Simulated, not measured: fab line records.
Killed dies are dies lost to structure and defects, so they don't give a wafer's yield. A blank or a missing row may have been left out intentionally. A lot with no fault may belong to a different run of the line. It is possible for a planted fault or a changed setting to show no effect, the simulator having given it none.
Check for tools in common || flow gf180mcu || Sample size 11 lots and 39 wafers

## REASON FOR OPENING
GF_PASSIVATION_THK_MEAS_01, reading PASSIVATION_CVD_00_THK: flagged on 2 of 11 lots. Wafers without a fault read 1005 nm, standard deviation 13.
Rule: a lot is flagged in two cases, either no wafer of it has a number, or all its wafers with numbers fall more than 4 standard deviations from that mean. The other lots count as sound.

{"lot": "L250", "measured": "day 28 07:56", "on": "film-metro-04", "PASSIVATION_CVD_00_THK (nm), wafer by wafer": "994 1005 1017", "flag": ""}
{"lot": "L252", "measured": "day 29 05:30", "on": "film-metro-02", "PASSIVATION_CVD_00_THK (nm), wafer by wafer": "991 1003 1005", "flag": ""}
{"lot": "L253", "measured": "day 29 05:46", "on": "film-metro-02", "PASSIVATION_CVD_00_THK (nm), wafer by wafer": "1009 998 1015", "flag": ""}
{"lot": "L254", "measured": "day 29 17:10", "on": "film-metro-02", "PASSIVATION_CVD_00_THK (nm), wafer by wafer": "995 1017 1003", "flag": ""}
{"lot": "L256", "measured": "day 30 03:01", "on": "film-metro-04", "PASSIVATION_CVD_00_THK (nm), wafer by wafer": "1005 998 1027", "flag": ""}
{"lot": "L257", "measured": "day 30 14:26", "on": "film-metro-04", "PASSIVATION_CVD_00_THK (nm), wafer by wafer": "988 1009 1010", "flag": ""}
{"lot": "L261", "measured": "day 31 14:34", "on": "film-metro-01", "PASSIVATION_CVD_00_THK (nm), wafer by wafer": "994 989 1030", "flag": ""}
{"lot": "L262", "measured": "day 31 18:13", "on": "film-metro-02", "PASSIVATION_CVD_00_THK (nm), wafer by wafer": "1000 1010 1014", "flag": ""}
{"lot": "L263", "measured": "day 31 21:17", "on": "film-metro-01", "PASSIVATION_CVD_00_THK (nm), wafer by wafer": "992 1016 1018", "flag": ""}
{"lot": "L272", "measured": "day 34 14:03", "on": "film-metro-04", "PASSIVATION_CVD_00_THK (nm), wafer by wafer": "1112 1107 1119 1112 1106 1119", "flag": "FLAGGED"}
{"lot": "L273", "measured": "day 34 14:20", "on": "film-metro-01", "PASSIVATION_CVD_00_THK (nm), wafer by wafer": "1102 1106 1118 1103 1106 1119", "flag": "FLAGGED"}
On average the flagged lots' numbers are 1111 nm, which is +106 nm against the usual, or +8 standard deviations.

## WHICH TOOL EACH LOT WENT THROUGH
3 process steps preceding the reading are held in the record, out of 602 steps in the route. Each cell gives the tool, then ch followed by the chambers the sampled wafers passed through, then the start.
{"lot": "L250", "flag": "", "GF_V5_CMP_26": "cmp-01 ch 2,3, day 27 10:05", "GF_TOP_METAL_SPUTTER_01": "pvd-sputter-04, day 27 10:26", "GF_PASSIVATION_CVD_00": "pecvd-01 ch 0,1,2, day 28 07:51"}
{"lot": "L252", "flag": "", "GF_V5_CMP_26": "cmp-02 ch 0,1,2, day 28 08:49", "GF_TOP_METAL_SPUTTER_01": "pvd-sputter-01, day 28 09:10", "GF_PASSIVATION_CVD_00": "pecvd-04 ch 1,2, day 29 05:25"}
{"lot": "L253", "flag": "", "GF_V5_CMP_26": "cmp-02 ch 2,3, day 28 09:04", "GF_TOP_METAL_SPUTTER_01": "pvd-sputter-02, day 28 09:28", "GF_PASSIVATION_CVD_00": "pecvd-04 ch 0,1,2, day 29 05:40"}
{"lot": "L254", "flag": "", "GF_V5_CMP_26": "cmp-01 ch 2,3, day 28 20:20", "GF_TOP_METAL_SPUTTER_01": "pvd-sputter-04, day 28 20:44", "GF_PASSIVATION_CVD_00": "pecvd-03 ch 1,2, day 29 17:04"}
{"lot": "L256", "flag": "", "GF_V5_CMP_26": "cmp-02 ch 0,1,3, day 29 07:13", "GF_TOP_METAL_SPUTTER_01": "pvd-sputter-02, day 29 07:37", "GF_PASSIVATION_CVD_00": "pecvd-01 ch 0,1,2, day 30 02:55"}
{"lot": "L257", "flag": "", "GF_V5_CMP_26": "cmp-02 ch 1,2,3, day 29 18:18", "GF_TOP_METAL_SPUTTER_01": "pvd-sputter-02, day 29 18:36", "GF_PASSIVATION_CVD_00": "pecvd-04 ch 1,2, day 30 14:20"}
{"lot": "L261", "flag": "", "GF_V5_CMP_26": "cmp-02 ch 0,2, day 30 19:44", "GF_TOP_METAL_SPUTTER_01": "pvd-sputter-01, day 30 20:08", "GF_PASSIVATION_CVD_00": "pecvd-03 ch 0,2, day 31 14:30"}
{"lot": "L262", "flag": "", "GF_V5_CMP_26": "cmp-01 ch 0,1,3, day 30 23:02", "GF_TOP_METAL_SPUTTER_01": "pvd-sputter-01, day 30 23:26", "GF_PASSIVATION_CVD_00": "pecvd-04 ch 1,2, day 31 18:07"}
{"lot": "L263", "flag": "", "GF_V5_CMP_26": "cmp-01 ch 0,1, day 31 01:59", "GF_TOP_METAL_SPUTTER_01": "pvd-sputter-01, day 31 02:23", "GF_PASSIVATION_CVD_00": "pecvd-01 ch 1,2, day 31 21:13"}
{"lot": "L272", "flag": "FLAGGED", "GF_V5_CMP_26": "cmp-02 ch 0,1,2, day 33 20:56", "GF_TOP_METAL_SPUTTER_01": "pvd-sputter-01, day 33 21:20", "GF_PASSIVATION_CVD_00": "pecvd-03 ch 0,2, day 34 13:58"}
{"lot": "L273", "flag": "FLAGGED", "GF_V5_CMP_26": "cmp-02 ch 0,1,3, day 33 21:14", "GF_TOP_METAL_SPUTTER_01": "pvd-sputter-04, day 33 21:39", "GF_PASSIVATION_CVD_00": "pecvd-03 ch 0,2, day 34 14:15"}
What these steps do:
- GF_V5_CMP_26: polishes, stops on SiO2, t overpolish 15 s, target thk 0 nm.
- GF_TOP_METAL_SPUTTER_01: material TiN, target thk 30 nm, time 25 s.
- GF_PASSIVATION_CVD_00: deposits SiO2 from TEOS, target thk 1000 nm, time 111.95 s.
- GF_PASSIVATION_THK_MEAS_01

## FLAGGED AGAINST TOTAL, ONE TOOL AT A TIME (gauges that did the reading follow at the end)
{"step": "GF_V5_CMP_26", "tool": "cmp-01", "lots run": 4, "flagged": 0, "share of the flagged lots": "none", "sound lots run after its first flagged lot": "-"}
{"step": "GF_V5_CMP_26", "tool": "cmp-02", "lots run": 7, "flagged": 2, "share of the flagged lots": "all", "sound lots run after its first flagged lot": 0}
{"step": "GF_TOP_METAL_SPUTTER_01", "tool": "pvd-sputter-01", "lots run": 5, "flagged": 1, "share of the flagged lots": "some", "sound lots run after its first flagged lot": 0}
{"step": "GF_TOP_METAL_SPUTTER_01", "tool": "pvd-sputter-02", "lots run": 3, "flagged": 0, "share of the flagged lots": "none", "sound lots run after its first flagged lot": "-"}
{"step": "GF_TOP_METAL_SPUTTER_01", "tool": "pvd-sputter-04", "lots run": 3, "flagged": 1, "share of the flagged lots": "some", "sound lots run after its first flagged lot": 0}
{"step": "GF_PASSIVATION_CVD_00", "tool": "pecvd-01", "lots run": 3, "flagged": 0, "share of the flagged lots": "none", "sound lots run after its first flagged lot": "-"}
{"step": "GF_PASSIVATION_CVD_00", "tool": "pecvd-03", "lots run": 4, "flagged": 2, "share of the flagged lots": "all", "sound lots run after its first flagged lot": 0}
{"step": "GF_PASSIVATION_CVD_00", "tool": "pecvd-04", "lots run": 4, "flagged": 0, "share of the flagged lots": "none", "sound lots run after its first flagged lot": "-"}
{"step": "GF_PASSIVATION_THK_MEAS_01", "tool": "film-metro-01", "lots run": 3, "flagged": 1, "share of the flagged lots": "some", "sound lots run after its first flagged lot": 0}
{"step": "GF_PASSIVATION_THK_MEAS_01", "tool": "film-metro-02", "lots run": 4, "flagged": 0, "share of the flagged lots": "none", "sound lots run after its first flagged lot": "-"}
{"step": "GF_PASSIVATION_THK_MEAS_01", "tool": "film-metro-04", "lots run": 4, "flagged": 1, "share of the flagged lots": "some", "sound lots run after its first flagged lot": 0}

## WHAT THE TABLE ALLOWS
In 2 table rows, all flagged lots were run: cmp-02 (GF_V5_CMP_26), pecvd-03 (GF_PASSIVATION_CVD_00).
- cmp-02 at GF_V5_CMP_26: 2 of its 7 lots flagged. Last sound lot L261 at day 30 19:44, first flagged lot L272 at day 33 20:56; a fault beginning in between fits.
- pecvd-03 at GF_PASSIVATION_CVD_00: 2 of its 4 lots flagged. Last sound lot L261 at day 31 14:30, first flagged lot L272 at day 34 13:58; a fault beginning in between fits. Its own readings (rf-fwd-power-W) fall more than 4 standard deviations out on all wafers of the flagged lots.
Counting lots can't tell these 2 tools apart, because each fits a fault that began at some hour. More lots, or a look at what each step does to the wafer, might.

## WHAT THE SIMULATOR HAD PUT IN
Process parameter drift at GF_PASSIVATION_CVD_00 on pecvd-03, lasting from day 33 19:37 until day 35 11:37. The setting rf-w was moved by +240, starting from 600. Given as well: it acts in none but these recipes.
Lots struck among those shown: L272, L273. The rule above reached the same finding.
